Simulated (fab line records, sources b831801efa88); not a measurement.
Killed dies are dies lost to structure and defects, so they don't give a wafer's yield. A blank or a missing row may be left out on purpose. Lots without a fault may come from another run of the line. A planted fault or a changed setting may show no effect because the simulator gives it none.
A struck lot beside a sound one | flow gf180mcu | 27 steps out of a route of 602
Sound: wafers L270.1, L270.3, L270.4. Struck: wafers L261.1, L261.4, L261.5. The cause comes at the end.
At each step with rows: each side's tool, then ch and its chambers, then its first start. Under that, the readings that differ: sound wafers | struck wafers | difference of the means | sigmas: that difference in standard deviations of wafers without a fault.
alike: readings whose means differ by less than 2 such deviations, and words and numbers that are the same on both sides. not compared: withheld readings, readings that some wafer has no value for, bounds like >300 that may hide the same value, and numbers for which the record gives no deviation and whose values overlap.
The two part at a step that has a row with sigmas, a row that says differs or no value, or rows on one side only. Numbers that don't overlap but have no deviation are shown without sigmas and don't part them. A reading that every wafer of one side lacks parts them only if that side has two wafers or more.

first, 3 steps without rows for these wafers: GF_STI_WET_ETCH_27 (etches Si3N4 in H3PO4, target depth 160 nm, time 1825 s); GF_STI_WET_ETCH_28 (etches SiO2 in dHF, target depth 20 nm, time 40 s); GF_STI_OXIDATION_29 (stabilise 600 s, purge 300 s, target thk 10 nm).
GF_STI_THK_MEAS_30:
  sound on film_metro-04, day 6 08:13; struck on film_metro-04, day 4 12:38
  alike: STI_OXIDATION_02_THK
then, 8 steps without rows for these wafers: GF_DNWELL_DEHYDRATE_00 (time 60 s); GF_DNWELL_HMDS_01 (prime time 60 s); GF_DNWELL_COAT_02 (resist thk 3000 nm); GF_DNWELL_SOFTBAKE_03; GF_DNWELL_EXPOSE_04 (exposes mask DNWELL, target cd 1700 nm); GF_DNWELL_PEB_05; GF_DNWELL_DEVELOP_06 (develop time 60 s); GF_DNWELL_IMPLANT_07.
GF_DNWELL_STRIP_08: strips in O2/N2.
  sound on plasma_asher-01 ch 0,1, day 6 23:30; struck on plasma_asher-01 ch 0,1, day 5 02:31
  no value came back on the struck wafers for any of 7 readings (chamber_pressure_mTorr (mTorr), drypump_motor_current_A (A) and others); on the sound wafers chamber_pressure_mTorr (mTorr) reads 1499.8 1501.6 1500.9
  reading                                  | sound | struck         | difference | sigmas
  model.coat_of_DNWELL_COAT_02.thk_nm (nm) | 0 0 0 | 2996 2988 2997 | +2994      |
  not compared: rf_hours_counter_h
GF_DNWELL_TW_MEAS_09:
  sound on film_metro-03, day 6 23:36; struck on film_metro-02, day 5 02:37
  reading   | sound          | struck         | difference | sigmas
  DNWELL_TW | 1351 1358 1361 | 1320 1323 1331 | -32        | -2
then, 7 steps without rows for these wafers: GF_NWELL_DEHYDRATE_00 (time 60 s); GF_NWELL_HMDS_01 (prime time 60 s); GF_NWELL_COAT_02 (resist thk 3000 nm); GF_NWELL_SOFTBAKE_03; GF_NWELL_EXPOSE_04 (exposes mask Nwell, target cd 860 nm); GF_NWELL_PEB_05; GF_NWELL_DEVELOP_06 (develop time 60 s).
GF_NWELL_OVL_MEAS_07:
  sound on overlay-01, day 7 15:42; struck on overlay-01, day 5 17:04
  alike: NWELL_OVL
then, 2 steps without rows for these wafers: GF_NWELL_IMPLANT_08; GF_NWELL_IMPLANT_09.
GF_NWELL_STRIP_10: strips in O2/N2.
  sound on plasma_asher-04 ch 0,1, day 7 16:02; struck on plasma_asher-01 ch 0,1, day 5 17:24
  reading                      | sound             | struck            | difference | sigmas
  oes_product_au (a.u.)        | 0.723 0.721 0.719 | 0.748 0.734 0.743 | +0.021     | +4
  strip_time_to_endpoint_s (s) | 36.75 36.86 36.93 | 81.05 80.95 81.11 | +44.19     | +99 or more
  alike: chamber_pressure_mTorr, drypump_motor_current_A, heater_power_w, n2_flow_sccm
  not compared: rf_hours_counter_h
GF_NWELL_TW_MEAS_11:
  sound on film_metro-04, day 7 16:08; struck on film_metro-03, day 5 17:44
  reading  | sound          | struck   | difference | sigmas
  NWELL_TW | 1556 1557 1546 | 30 30 30 | -1523      | -99 or more
  not compared: hold
GF_PASSIVATION_PROBE_99:
  the record has rows for the sound wafers here (prober-02, day 34 09:19) and none for the struck ones

WHERE THEY PART
First at GF_DNWELL_STRIP_08; last, within this record, at GF_PASSIVATION_PROBE_99.

WHY: what the simulator had put in
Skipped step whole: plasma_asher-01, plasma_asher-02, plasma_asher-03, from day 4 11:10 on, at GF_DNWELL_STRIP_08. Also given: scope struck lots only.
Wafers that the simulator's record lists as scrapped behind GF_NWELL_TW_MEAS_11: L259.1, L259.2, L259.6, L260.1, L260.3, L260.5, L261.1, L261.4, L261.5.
